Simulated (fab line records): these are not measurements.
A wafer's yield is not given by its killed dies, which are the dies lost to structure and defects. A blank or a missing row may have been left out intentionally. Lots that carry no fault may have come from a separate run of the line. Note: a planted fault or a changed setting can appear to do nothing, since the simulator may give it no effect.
Chamber matching :: flow sfqLine :: cmp-01 running SFQ_TRILAYER_I0_CMP_CMP_028: 4 sister chambers
The step polishes SiO2. 16 wafers are shown with their chamber, then 8 later ones without.

WAFERS PAIRED WITH THEIR CHAMBERS
wafer: L410.2
chamber: 2
motorCurrentA (A): 10.2
slurryFlowMlMin: 150.4
timeToEndpointS (s): 216

wafer: L410.5
chamber: 2
motorCurrentA (A): 9.8
slurryFlowMlMin: 150.4
timeToEndpointS (s): 211

wafer: L410.6
chamber: 1
motorCurrentA (A): 11.0
slurryFlowMlMin: 149.6
timeToEndpointS (s): 224

wafer: L414.4
chamber: 0
motorCurrentA (A): 9.3
slurryFlowMlMin: 149.7
timeToEndpointS (s): 224

wafer: L414.5
chamber: 1
motorCurrentA (A): 11.3
slurryFlowMlMin: 149.6
timeToEndpointS (s): 225

wafer: L414.6
chamber: 0
motorCurrentA (A): 10.1
slurryFlowMlMin: 149.6
timeToEndpointS (s): 219

wafer: L415.1
chamber: 0
motorCurrentA (A): 9.7
slurryFlowMlMin: 150.0
timeToEndpointS (s): 219

wafer: L415.2
chamber: 3
motorCurrentA (A): 10.3
slurryFlowMlMin: 150.1
timeToEndpointS (s): 212

wafer: L415.4
chamber: 2
motorCurrentA (A): 10.3
slurryFlowMlMin: 150.0
timeToEndpointS (s): 213

wafer: L418.3
chamber: 2
motorCurrentA (A): 9.6
slurryFlowMlMin: 150.2
timeToEndpointS (s): 222

wafer: L418.2
chamber: 1
motorCurrentA (A): 11.9
slurryFlowMlMin: 150.0
timeToEndpointS (s): 223

wafer: L418.6
chamber: 2
motorCurrentA (A): 9.8
slurryFlowMlMin: 150.0
timeToEndpointS (s): 230

wafer: L419.1
chamber: 3
motorCurrentA (A): 10.0
slurryFlowMlMin: 150.0
timeToEndpointS (s): 219

wafer: L419.4
chamber: 2
motorCurrentA (A): 9.8
slurryFlowMlMin: 149.9
timeToEndpointS (s): 233

wafer: L419.6
chamber: 0
motorCurrentA (A): 9.1
slurryFlowMlMin: 150.7
timeToEndpointS (s): 230

wafer: L420.1
chamber: 3
motorCurrentA (A): 10.7
slurryFlowMlMin: 149.8
timeToEndpointS (s): 226

SIGNATURES (averages over the wafers above)
reading: motorCurrentA
chamber 0: 9.550
chamber 1: 11.400
chamber 2: 9.917
chamber 3: 10.333
scatter within a chamber: 0.368

reading: slurryFlowMlMin
chamber 0: 150.000
chamber 1: 149.733
chamber 2: 150.150
chamber 3: 149.967
scatter within a chamber: 0.307

reading: timeToEndpointS
chamber 0: 223.00
chamber 1: 224.00
chamber 2: 220.83
chamber 3: 219.00
scatter within a chamber: 7.05
Rule: a wafer's distance from a chamber is the root of the sum, over the readings, of the square of ((its reading less the chamber's mean) divided by the reading's scatter). The wafer belongs to the nearest chamber; if the next one is less than 2 further off, it can't be placed. The scatter: the root of (the sum of the squares of (reading less its chamber's mean) over the shown wafers, divided by (wafers less chambers)).

WAFERS WHOSE CHAMBER IS MISSING
wafer: L420.3
motorCurrentA (A): 9.7
slurryFlowMlMin: 149.7
timeToEndpointS (s): 226

wafer: L420.4
motorCurrentA (A): 9.4
slurryFlowMlMin: 151.0
timeToEndpointS (s): 239

wafer: L422.4
motorCurrentA (A): 9.9
slurryFlowMlMin: 150.3
timeToEndpointS (s): 225

wafer: L422.3
motorCurrentA (A): 10.4
slurryFlowMlMin: 150.0
timeToEndpointS (s): 226

wafer: L422.5
motorCurrentA (A): 10.6
slurryFlowMlMin: 150.8
timeToEndpointS (s): 224

wafer: L432.2
motorCurrentA (A): 11.6
slurryFlowMlMin: 149.5
timeToEndpointS (s): 223

wafer: L432.3
motorCurrentA (A): 10.3
slurryFlowMlMin: 150.0
timeToEndpointS (s): 215

wafer: L432.5
motorCurrentA (A): 9.6
slurryFlowMlMin: 150.1
timeToEndpointS (s): 221

CHAMBER TAKEN BY EACH
wafer: L420.3
from the rows above: can't be placed: 0 or 2 or 3
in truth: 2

wafer: L420.4
from the rows above: can't be placed: 0 or 2 or 3
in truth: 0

wafer: L422.4
from the rows above: can't be placed: 2 or 0 or 3
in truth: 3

wafer: L422.3
from the rows above: can't be placed: 3 or 2 or 0 or 1
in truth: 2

wafer: L422.5
from the rows above: can't be placed: 2 or 3 or 0 or 1
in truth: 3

wafer: L432.2
from the rows above: 1
in truth: 1

wafer: L432.3
from the rows above: can't be placed: 3 or 2 or 0
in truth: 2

wafer: L432.5
from the rows above: can't be placed: 0 or 2 or 3
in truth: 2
Correct placement for 1 of the 8. Not placeable from these rows: 7 (in 7, the candidates include the true chamber). Number placed wrongly: 0.
